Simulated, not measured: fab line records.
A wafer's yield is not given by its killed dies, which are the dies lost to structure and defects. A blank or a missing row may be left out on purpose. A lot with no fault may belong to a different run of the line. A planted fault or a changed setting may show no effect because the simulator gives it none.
A struck lot beside a sound one ; flow gf180mcu ; 15 out of 602 route steps
Sound: these wafers, L182.1, L182.4, L182.5. Struck: wafers L193.2, L193.6. (L193.1 of the same lot was not struck and is left out.) The cause comes at the end.
Each step with rows lists, per side, the tool, then ch with its chambers, then its first start. Under that, the readings that differ: sound wafers ; struck wafers ; difference of the means ; sigmas: that difference in standard deviations of wafers without a fault.
alike: same words and numbers on both sides, and readings whose means sit less than 2 such deviations apart. not compared: any withheld reading, any reading some wafer has no value for, any bound like >300 that may hide the same value, and any number with overlapping values for which the record gives no deviation.
The two part at a step that has a row with sigmas, a row that says differs or no value, or rows on one side only. Numbers that have no deviation but don't overlap get no sigmas and don't part them. A reading missing from all wafers of one side parts the sides only when that side holds two or more wafers.

first, 3 steps without rows for these wafers: GF_V3_STRIP_18 (strips in O2/N2); GF_V3_STRIP_19 (strips in post etch residue remover, time 1200 s); GF_V3_CLEAN_20 (cleans in DIW).
GF_V3_SPUTTER_21: material Ti, target thk 15 nm, time 80.02 s.
  struck on pvd-sputter-02, day 26 18:09; sound on pvd-sputter-02, day 22 05:39
  alike: chamber-pressure-pa, throttle-valve-pct
GF_V3_SPUTTER_22: material TiN, target thk 10 nm, time 40 s.
  struck on pvd-sputter-02, day 26 18:13; sound on pvd-sputter-02, day 22 05:43
reading;sound;struck;difference;sigmas
chamber-pressure-pa (Pa);5.010 5.017 5.001;4.992 4.980;-0.023;-2
  alike: throttle-valve-pct
then, 1 step without rows for these wafers: GF_V3_CVD_23 (deposits W, target thk 350 nm, time 104.9 s).
GF_V3_RS_MEAS_24: measurement is done with a four-point probe.
  struck on film-metro-01, day 26 18:22; sound on film-metro-04, day 22 05:52
  alike: V3_W_RS
GF_V3_THK_MEAS_25: measures by xrf.
  struck on film-metro-01, day 26 18:29; sound on film-metro-04, day 22 05:59
  alike: V3_W_THK
then, 1 step without rows for these wafers: GF_V3_CMP_26 (polishes, stops on SiO2, t overpolish 15 s, target thk 0 nm).
GF_M4_SPUTTER_00: material Ti, target thk 37.5 nm, time 150 s.
  struck on pvd-sputter-01, day 26 18:50; sound on pvd-sputter-04, day 22 06:21
  alike: chamber-pressure-pa, throttle-valve-pct
GF_M4_SPUTTER_01: material TiN, target thk 30 nm, time 25 s.
  struck on pvd-sputter-01, day 26 18:56; sound on pvd-sputter-04, day 22 06:27
  alike: chamber-pressure-pa, throttle-valve-pct
GF_M4_SPUTTER_02: material AlCu, target thk 450 nm, time 23.9 s.
  struck on pvd-sputter-01, day 26 18:58; sound on pvd-sputter-04, day 22 06:29
  alike: chamber-pressure-pa, throttle-valve-pct
GF_M4_SPUTTER_03: material Ti, target thk 10 nm, time 6.7 s.
  struck on pvd-sputter-01, day 26 19:00; sound on pvd-sputter-04, day 22 06:31
reading;sound;struck;difference;sigmas
chamber-pressure-pa (Pa);0.3002 0.2996 0.2997;0.3275 0.3270;+0.0274;+46
  alike: throttle-valve-pct
then, 1 step without rows for these wafers: GF_M4_SPUTTER_04 (material TiN, target thk 50 nm, time 41.7 s).
-- the record jumps here: 6 days lie between the struck wafers' starts before and after (it left off in module M4 and takes up again in module PASSIVATION, whose first step shown is number 602 of the route) --
GF_PASSIVATION_PROBE_99:
  only the struck wafers here have rows in the record (prober-02, day 32 13:38); the sound ones have none

== WHERE THEY PART ==
First at GF_V3_SPUTTER_22; last, within this record, at GF_PASSIVATION_PROBE_99.

WHY: what had been put in by the simulator
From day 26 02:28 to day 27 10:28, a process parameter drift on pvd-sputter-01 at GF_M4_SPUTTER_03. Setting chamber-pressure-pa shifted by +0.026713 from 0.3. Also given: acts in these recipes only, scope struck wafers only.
